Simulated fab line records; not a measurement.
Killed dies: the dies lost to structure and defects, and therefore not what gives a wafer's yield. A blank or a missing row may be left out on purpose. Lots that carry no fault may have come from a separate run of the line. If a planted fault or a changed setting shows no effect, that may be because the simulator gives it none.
fab line records	flow gf180mcu
[record] lots = 14	wafers = 40	last-day = 34
route steps=602 shown STI@15 NWELL@52 VT_IMPLANT@130 MVSD@136
lots with no fault: from the same line, run without faults
start-h: hours from the record's opening day to when the first of the lot's shown wafers began	wait-h: hours from the lot's prior step to this one	" same as the row above	L1.1+2: a single row standing in for several wafers	- either no value or no given start	* or withheld: withheld	< > ~ a bound
route shown NAME@n: a module of which the file shows steps, and the number in the route of the first	usual: the fault-free wafers' mean and standard deviation	same: alike in all rows	chamber/n: place in a boat	sites: the reading at each site	_std_site: their standard deviation	_edge_site: mean of outer sites minus mean of inner sites	radius-mm: for every site, how far away it sits from the centre of the wafer	mask NAME#n: copy n	behind: the most recent tool/chamber to have shaped the wafer	hold: why the lot went on hold/how many hours it stayed there/how the hold came to an end	device: names the non-switching transistor (n, p or np)	end of line: the route-end tests of the same wafers	step lacking rows: just its recipe	killed: dies that structure and defects cost at the first sort, which is not the same as the wafer's yield	map: the dies of a wafer, with x for killed, . for not killed, _ for no die there
set.NAME: the run value of the setting; set.NAME@STEP: its run value at that earlier step	model.NAME: the simulator's own value behind a step, which no gauge read
one table for each step of the route and one row for each wafer, over a sample of lots
services: from which hour (start-h, from the record's first day; less than 0 if before it) a tool's chamber was out of use, for how many hours, and why
[[steps]]
[step GF_STI_ETCH_14]
[recipe] target = Si	chemistry = HBr/Cl2/O2	target-depth-nm = 360	icp-w = 600	bias-w = 150	pressure-mtorr = 15	HBr_flow_sccm = 150	Cl2_flow_sccm = 40	O2_flow_sccm = 6	time-s = 102.9
[usual] drypump-motor-current-A = 5.7/0.52	oes-product-au = 1.003/0.011	run-length-s = 131.6/0.4	throttle-valve-pct = 25.655/0.011
lot.wafer	tool	chamber	start-h	wait-h	drypump-motor-current-A	oes-product-au	rf-hours-counter-h	run-length-s	throttle-valve-pct
L124.2	rie-si-01	3	25.67	0.0	5.7	1.019	4	131.3	25.616
L124.3	"	0	"	"	5.2	0.980	142	131.0	25.659
L124.6	"	1	"	"	6.7	0.996	-	131.7	25.661
L125.1	rie-si-01	3	31.12	0.0	5.7	1.009	4	131.3	25.650
L125.4	"	1	"	"	6.7	1.005	33	132.3	25.664
L125.6	"	0	"	"	5.2	0.985	-	131.3	25.666
L126.1	rie-si-01	2	37.37	0.0	5.3	0.992	3	131.6	25.658
L126.4	"	3	"	"	5.7	1.028	4	131.7	25.647
L126.5	"	2	"	"	5.2	0.993	-	132.2	25.671
L127.1	rie-si-01	0	40.47	0.0	5.2	1.002	143	130.7	25.645
L127.3	"	2	"	"	5.2	0.986	3	131.5	25.653
L127.5	"	2	"	"	5.2	1.001	-	132.3	25.642
L128.2	rie-si-01	2	47.15	0.0	5.3	0.993	3	131.8	25.652
L128.3	"	3	"	"	5.7	1.011	4	131.4	25.651
L128.4	"	0	"	"	5.2	0.993	143	130.7	25.662
L129.1	rie-si-02	0	50.70	0.0	5.9	1.025	87	131.8	25.638
L129.2	"	2	"	"	5.9	0.993	15	131.0	25.660
L129.5	"	3	"	"	5.2	1.009	-	131.6	25.660
L131.4	rie-si-02	3	61.36	0.0	5.2	1.011	-	131.5	25.650
L131.6	"	0	"	"	5.9	1.021	-	91.2	25.660
L132.2	rie-si-01	3	66.40	0.0	5.7	1.005	5	131.5	25.644
L132.3	"	0	"	"	5.2	0.995	143	130.6	25.660
L132.6	"	3	"	"	5.7	1.008	-	131.3	25.665
L137.1	rie-si-02	0	97.35	0.0	5.9	0.999	87	131.8	25.664
L137.3	"	1	"	"	6.3	0.990	0	90.6	25.677
L139.1	rie-si-01	1	104.42	0.0	6.7	1.018	34	131.6	25.651
L139.3	"	0	"	"	5.2	1.003	143	131.0	25.648
L139.4	"	3	"	"	5.7	1.012	5	131.7	25.647
L140.2	rie-si-01	2	109.52	0.0	5.3	0.986	4	132.2	25.669
L140.3	"	3	"	"	5.7	1.005	5	131.7	25.647
L140.4	"	0	"	"	5.2	0.996	143	130.6	25.661
L142.3	rie-si-01	2	117.95	0.0	5.3	0.982	4	131.6	25.663
L142.4	"	1	"	"	6.7	1.013	-	132.3	25.666
L142.6	"	3	"	"	5.7	1.010	-	131.5	25.664
L144.1	rie-si-01	2	130.70	0.0	5.3	0.987	4	132.1	25.677
L144.3	"	3	"	"	5.7	0.991	5	131.7	25.632
L144.6	"	2	"	"	5.3	0.986	-	131.6	25.659
L147.3	rie-si-01	1	143.27	0.0	6.7	1.003	34	132.1	25.641
L147.4	"	2	"	"	5.3	0.999	4	131.6	25.658
L147.5	"	2	"	"	5.3	0.996	-	131.9	25.677
[step GF_STI_STRIP_15]
[recipe] chemistry = O2/N2	power-w = 1400	pressure-mtorr = 1500	platen-temp-c = 250	o2-flow-sccm = 3000	n2-flow-sccm = 300	overash-fraction = 0.5
[usual] drypump-motor-current-A = 5.6/0.71	heater-power-w = 354/30	oes-product-au = 0.383/0.0056	platen-temp-c = 249.99/0.17	strip-time-to-endpoint-s = 3.71/0.058
lot.wafer	tool	chamber	start-h	wait-h	drypump-motor-current-A	heater-power-w	oes-product-au	platen-temp-c	rf-hours-counter-h	strip-time-to-endpoint-s
L124.2	plasma-asher-02	1	25.75	0.0	5.4	324	0.385	249.89	39	3.73
L124.3	"	0	"	"	6.7	338	0.387	249.88	-	3.75
L124.6	"	1	"	"	5.4	328	0.388	249.87	-	3.69
L125.1	plasma-asher-03	0	31.20	0.0	4.7	362	0.372	249.95	35	3.63
L125.4	"	1	"	"	4.9	318	0.379	250.03	-	3.69
L125.6	"	0	"	"	4.7	343	0.387	250.03	-	3.69
L126.1	plasma-asher-04	1	37.45	0.0	5.2	404	0.379	249.83	23	3.74
L126.4	"	0	"	"	6.1	389	0.381	249.99	-	3.71
L126.5	"	0	"	"	6.0	397	0.389	249.93	-	3.73
L127.1	plasma-asher-03	1	40.54	0.0	4.9	319	0.387	250.03	36	3.77
L127.3	"	0	"	"	4.7	355	0.390	249.89	-	3.76
L127.5	"	1	"	"	4.9	326	0.383	250.22	-	3.74
L128.2	plasma-asher-02	0	47.23	0.0	6.7	341	0.376	249.91	42	3.67
L128.3	"	0	"	"	6.7	337	0.366	250.20	-	3.59
L128.4	"	1	"	"	5.4	333	0.376	249.79	-	3.71
L129.1	plasma-asher-04	0	50.78	0.0	6.1	385	0.391	250.19	24	3.77
L129.2	"	1	"	"	5.2	409	0.380	250.01	24	3.70
L129.5	"	0	"	"	6.1	393	0.381	250.09	-	3.70
L131.4	plasma-asher-03	1	61.43	0.0	4.9	328	0.381	249.76	-	3.69
L131.6	"	0	"	"	4.7	354	0.407	249.87	-	4.19
L132.2	plasma-asher-04	1	66.48	0.0	5.2	412	0.387	249.98	26	3.68
L132.3	"	1	"	"	5.2	397	0.384	250.05	-	3.79
L132.6	"	0	"	"	6.0	390	0.376	249.99	-	3.69
L137.1	plasma-asher-03	1	97.43	0.0	4.9	318	0.380	249.88	42	3.62
L137.3	"	0	"	"	4.7	364	0.407	249.95	-	4.18
L139.1	plasma-asher-03	1	104.50	0.0	4.9	333	0.386	249.99	42	3.67
L139.3	"	1	"	"	4.9	323	0.382	249.98	-	3.72
L139.4	"	0	"	"	4.7	359	0.383	250.03	-	3.69
L140.2	plasma-asher-04	0	109.60	0.0	6.1	397	0.388	250.23	31	3.74
L140.3	"	0	"	"	6.0	384	0.393	250.01	-	3.78
L140.4	"	1	"	"	5.2	402	0.389	250.01	-	3.74
L142.3	plasma-asher-02	0	118.06	0.1	6.7	344	0.389	249.96	-	3.84
L142.4	"	1	"	"	5.4	335	0.384	250.04	-	3.69
L142.6	"	1	"	"	5.4	326	0.391	250.21	-	3.74
L144.1	plasma-asher-02	0	130.78	0.0	6.7	338	0.389	249.76	50	3.79
L144.3	"	1	"	"	5.4	328	0.386	250.10	-	3.81
L144.6	"	0	"	"	6.7	337	0.386	249.60	-	3.79
L147.3	plasma-asher-03	1	143.37	0.1	4.9	325	0.379	250.49	-	3.70
L147.4	"	0	"	"	4.7	359	0.394	250.19	-	3.86
L147.5	"	0	"	"	4.7	359	0.384	250.22	-	3.79
[step GF_NWELL_STRIP_10]
[recipe] chemistry = O2/N2	power-w = 1400	pressure-mtorr = 1500	platen-temp-c = 250	o2-flow-sccm = 3000	n2-flow-sccm = 300	overash-fraction = 0.5
[usual] drypump-motor-current-A = 5.3/0.42	heater-power-w = 360/36	oes-product-au = 0.722/0.0045	platen-temp-c = 249.99/0.18	strip-time-to-endpoint-s = 36.96/0.11
lot.wafer	tool	chamber	start-h	wait-h	drypump-motor-current-A	heater-power-w	oes-product-au	platen-temp-c	rf-hours-counter-h	strip-time-to-endpoint-s
L124.2	plasma-asher-04	1	55.11	0.1	5.2	407	0.721	249.85	25	36.99
L124.3	"	1	"	"	5.2	400	0.729	250.12	-	37.02
L124.6	"	1	"	"	5.2	407	0.717	249.79	-	37.00
L125.1	plasma-asher-04	1	61.06	0.1	5.2	405	0.714	250.10	26	37.03
L125.4	"	1	"	"	5.2	416	0.718	250.14	-	36.99
L125.6	"	1	"	"	5.2	403	0.719	250.44	-	37.06
L126.1	plasma-asher-01	1	68.36	0.1	5.4	362	0.719	250.16	43	36.91
L126.4	"	1	"	"	5.4	361	0.722	250.37	-	36.95
L126.5	"	0	"	"	5.2	293	0.725	249.52	-	36.94
L127.1	plasma-asher-04	1	72.36	0.1	5.2	396	0.731	249.72	27	37.00
L127.3	"	1	"	"	5.2	407	0.721	249.87	-	36.95
L127.5	"	0	"	"	6.1	396	0.725	249.90	-	37.02
L128.2	plasma-asher-01	1	78.11	0.1	5.4	360	0.724	250.30	45	36.92
L128.3	"	0	"	"	5.2	298	0.725	250.36	-	36.86
L128.4	"	1	"	"	5.4	369	0.721	249.87	-	36.99
L129.1	plasma-asher-01	1	82.66	0.1	5.4	357	0.719	250.08	45	36.86
L129.2	"	0	"	"	5.2	293	0.722	249.81	45	36.86
L129.5	"	0	"	"	5.2	293	0.722	249.99	-	36.90
L131.4	plasma-asher-04	1	92.34	0.1	5.1	392	0.721	250.04	-	37.11
L131.6	"	0	"	"	6.0	387	0.723	250.08	-	37.12
L132.2	plasma-asher-04	0	105.86	0.1	6.0	403	0.726	249.91	30	37.01
L132.3	"	0	"	"	6.0	390	0.723	249.73	-	37.06
L132.6	"	1	"	"	5.2	403	0.717	249.86	-	37.10
L137.1	plasma-asher-03	1	133.11	0.1	4.9	318	0.718	249.80	46	36.59
L137.3	"	1	"	"	4.9	322	0.728	250.19	-	36.78
L139.1	plasma-asher-03	1	139.96	0.1	5.0	315	0.732	249.90	46	36.92
L139.3	"	1	"	"	4.9	321	0.734	249.93	-	36.94
L139.4	"	0	"	"	4.7	359	0.735	249.94	-	36.85
L140.2	plasma-asher-03	1	144.71	0.1	4.9	325	0.726	250.22	47	37.14
L140.3	"	1	"	"	4.9	325	0.723	249.82	-	37.23
L140.4	"	0	"	"	4.7	359	0.716	249.87	-	37.13
L142.3	plasma-asher-04	1	153.14	0.1	5.2	403	0.723	250.01	-	37.06
L142.4	"	0	"	"	6.0	395	0.721	249.68	-	37.08
L142.6	"	1	"	"	5.2	401	0.725	249.84	-	36.99
L144.1	plasma-asher-01	0	166.85	0.1	5.2	318	0.726	249.84	5	36.70
L144.3	"	1	"	"	5.4	367	0.726	249.95	-	36.83
L144.6	"	0	"	"	5.2	323	0.723	249.84	-	36.77
L147.3	plasma-asher-01	0	183.09	0.1	5.2	322	0.726	249.85	-	36.82
L147.4	"	1	"	"	5.4	370	0.724	250.02	-	36.94
L147.5	"	0	"	"	5.2	320	0.723	249.90	-	37.02
[step GF_VT_IMPLANT_OVL_MEAS_40]
[usual] VT_IMPLANT_03_OVL = -0.5/1.3
lot.wafer	tool	chamber	start-h	wait-h	VT_IMPLANT_03_OVL[nm]
L124.2	overlay-02	-	155.83	0.1	1.0
L124.3	"	-	"	"	-1.1
L124.6	"	-	"	"	-1.9
L125.1	overlay-01	-	160.02	0.1	-1.9
L125.4	"	-	"	"	-0.9
L125.6	"	-	"	"	-2.7
L126.1	overlay-01	-	169.97	0.1	-3.4
L126.4	"	-	"	"	-0.5
L126.5	"	-	"	"	-1.2
L127.1	overlay-02	-	175.67	0.1	-0.4
L127.3	"	-	"	"	0.5
L127.5	"	-	"	"	-2.2
L128.2	overlay-02	-	182.37	0.1	-1.1
L128.3	"	-	"	"	-1.0
L128.4	"	-	"	"	-2.2
L129.1	overlay-01	-	189.22	0.1	1.7
L129.2	"	-	"	"	2.6
L129.5	"	-	"	"	1.9
L131.4	overlay-01	-	200.04	0.1	0.5
L131.6	"	-	"	"	0.2
L132.2	overlay-01	-	218.97	0.1	-1.4
L132.3	"	-	"	"	-1.9
L132.6	"	-	"	"	-1.8
L137.1	overlay-01	-	252.07	0.1	-2.5
L137.3	"	-	"	"	0.1
L139.1	overlay-02	-	259.12	0.1	-0.1
L139.3	"	-	"	"	-0.6
L139.4	"	-	"	"	-1.2
L140.2	overlay-01	-	267.03	0.1	0.5
L140.3	"	-	"	"	0.6
L140.4	"	-	"	"	0.3
L142.3	overlay-02	-	277.93	0.1	-0.5
L142.4	"	-	"	"	-2.0
L142.6	"	-	"	"	-1.9
L144.1	overlay-02	-	293.67	0.1	-1.4
L144.3	"	-	"	"	1.7
L144.6	"	-	"	"	1.4
L147.3	overlay-01	-	314.73	0.1	-3.8
L147.4	"	-	"	"	-0.9
L147.5	"	-	"	"	-4.6
[step GF_VT_IMPLANT_RS_MEAS_46]
[recipe] thk-meas-gauge = four-point-probe
[usual] MVSD_RS = 456.5/1.3
lot.wafer	tool	chamber	start-h	wait-h	MVSD_RS[ohm/sq]
L124.2	film-metro-01	-	156.34	0.1	456.6
L124.3	"	-	"	"	456.7
L124.6	"	-	"	"	455.6
L125.1	film-metro-03	-	160.52	0.1	456.8
L125.4	"	-	"	"	458.0
L125.6	"	-	"	"	457.6
L126.1	film-metro-01	-	170.46	0.1	455.3
L126.4	"	-	"	"	455.8
L126.5	"	-	"	"	456.7
L127.1	film-metro-03	-	176.17	0.1	458.1
L127.3	"	-	"	"	457.2
L127.5	"	-	"	"	457.6
L128.2	film-metro-03	-	182.89	0.1	456.6
L128.3	"	-	"	"	457.7
L128.4	"	-	"	"	456.0
L129.1	film-metro-01	-	189.72	0.1	459.2
L129.2	"	-	"	"	456.8
L129.5	"	-	"	"	458.9
L131.4	film-metro-03	-	200.58	0.1	455.9
L131.6	"	-	"	"	456.0
L132.2	film-metro-03	-	219.48	0.1	458.6
L132.3	"	-	"	"	457.5
L132.6	"	-	"	"	458.3
L137.1	film-metro-01	-	252.57	0.1	457.1
L137.3	"	-	"	"	457.7
L139.1	film-metro-04	-	259.62	0.1	454.2
L139.3	"	-	"	"	453.7
L139.4	"	-	"	"	454.7
L140.2	film-metro-03	-	267.55	0.1	458.6
L140.3	"	-	"	"	456.0
L140.4	"	-	"	"	457.2
L142.3	film-metro-04	-	278.46	0.1	457.1
L142.4	"	-	"	"	456.2
L142.6	"	-	"	"	454.9
L144.1	film-metro-01	-	294.16	0.1	456.3
L144.3	"	-	"	"	455.7
L144.6	"	-	"	"	455.4
L147.3	film-metro-03	-	315.25	0.1	456.8
L147.4	"	-	"	"	457.1
L147.5	"	-	"	"	458.6
[[services]]
tool	chamber	start-h	hours	kind
rie-si-02	3	22.18	8.6	repair
plasma-asher-04	-	44.49	2.8	pm
plasma-asher-03	-	56.77	2.8	pm
rie-si-02	1	56.83	-	clean
rie-si-02	1	56.83	12.2	scheduled-down
rie-si-02	1	56.83	12.2	vent-cycle
plasma-asher-01	-	108.83	9.0	pm
plasma-asher-01	0	108.83	9.0	vent-cycle
plasma-asher-01	1	108.83	9.0	vent-cycle
rie-si-01	0	114.12	-	clean
rie-si-01	0	114.12	17.2	scheduled-down
rie-si-01	0	114.12	17.2	vent-cycle
rie-si-02	-	116.86	2.8	pm
plasma-asher-01	-	117.83	2.8	pm
plasma-asher-01	0	117.83	-	clean
plasma-asher-01	1	117.83	-	clean
rie-si-02	1	120.21	4.1	repair
plasma-asher-03	-	149.64	0.8	repair
plasma-asher-01	-	168.94	0.4	repair
[[key]]
[first-sign] step = GF_STI_ETCH_14	reading = run-length-s	direction = down	sigmas = 99+	usual = *	struck = *
[effect] step = GF_STI_STRIP_15	reading = strip-time-to-endpoint-s	direction = up	sigmas = 8.1	usual = *	struck = *
met-at GF_STI_ETCH_14
struck-lots L131,L137
struck-wafers L131.6,L137.3
sort-left-out L131.6,L137.3
tester-left-out L131,L137
not-acting-at GF_NWELL_STRIP_10,GF_VT_IMPLANT_OVL_MEAS_40,GF_VT_IMPLANT_RS_MEAS_46
onset-between 50.70 61.36
[fault] kind = process-parameter-drift	tool = rie-si-02	chamber = -	onset-h = 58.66	steps = GF_STI_ETCH_14	channel = time-s	offset = *	shape = step	end-h = 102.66	scope = struck-wafers-only	acts-in = *	stated = *
// tester-left-out: of these lots the tester's yield and bins aren't shown, on N5 and GAA mostly nor the transistor test; their killed dies are dies lost to structure and defects alone, not to doping, threshold or leakage, so they don't give the yield
// sort-left-out: the simulated sort isn't trusted on such a fault, so these wafers' sort isn't shown, and their yield isn't known
